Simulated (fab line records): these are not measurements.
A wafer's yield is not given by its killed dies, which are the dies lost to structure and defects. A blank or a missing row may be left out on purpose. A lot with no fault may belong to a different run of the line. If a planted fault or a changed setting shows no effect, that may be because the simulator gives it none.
Problem report in the 8D (eight disciplines) form, filled by code	flow gf180mcu	the parts of the form that need people (team, actions taken, sign-off) are left out

== 1. WHAT WENT WRONG ==
Wafers with no fault read 89.10 s with a standard deviation of 0.18, whereas run-length-s at GF_M1_SOFTBAKE_10 reads a mean of 95.35 s on 1 wafer of 1 lot. That puts it +35 standard deviations away from the usual mean.
The step: time 60 s.
The first sign was on wafer L417.4 at day 22 05:52, on litho-track-04. At this step, 39 wafers from 13 lots have a number in the record. Rule for "out", or "out of limits": more than 4 standard deviations from the usual mean. The rest of the wafers with a number are treated as sound.

== 2. WHAT THIS IS AND IS NOT ==
question	is	is not
which readings at this step	run-length-s	chill-plate-temp-C, exhaust-pa
which lots	L417	L402, L403, L406, L407, L409, L411, L412, L413, L415, L421, L423, L425
which wafers of those lots	L417.4	L417.1, L417.6
read on which tools	litho-track-04	litho-track-02, litho-track-03
when	from day 22 05:52	up to then (29 sound wafers); but 9 sound wafers of L421, L423, L425 came after

== 3. SUSPECTS, AND WHAT RULES EACH OUT ==
Counting: if a tool at a process step up to the reading ran every lot that is out, it stays a suspect. Sound lots after the first of them don't rule it out here, since some wafers of a struck lot are sound.
- litho-track-04 at GF_M1_SOFTBAKE_10 (time 60 s): kept. The lot that is out, L417, ran on it at day 22 05:52; the last sound lot it ran before that was L413, at day 20 16:49. Out on those wafers are its own readings of run-length-s.
After counting, what remains is litho-track-04 at GF_M1_SOFTBAKE_10.

== 4. THE CAUSE (what the simulator had put in) ==
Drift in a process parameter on litho-track-04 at GF_M1_SOFTBAKE_10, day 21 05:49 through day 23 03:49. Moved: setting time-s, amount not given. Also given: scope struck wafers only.
Only this tool survived the counting.

== 5. THE EFFECT CHAIN, in route order ==
Each row: a reading whose mean over the struck wafers that have a number lies more than 3 standard deviations from the usual. Only readings whose record carries a usual standard deviation are examined. hours: median over the lots of the time between each lot's start at the first step of this table that gives one and its start at this step. sigmas: the change, counted in usual standard deviations.
hours	step	reading	usual	on struck wafers	change	sigmas
0	GF_M1_SOFTBAKE_10	run-length-s	89.10 s	95.35	+6.25	+35
Here are the process steps it includes:
- GF_M1_SOFTBAKE_10: time 60 s.
Later measuring or inspecting steps at which every struck wafer that the step has a row for has a number for every such reading, and none has moved that far: GF_PASSIVATION_BOW_MEAS_14.

== 6. WHAT WOULD HAVE CAUGHT IT SOONER ==
24 hours passed between the start of the fault at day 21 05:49 and the first reading out of limits in this record, taken at day 22 05:52.
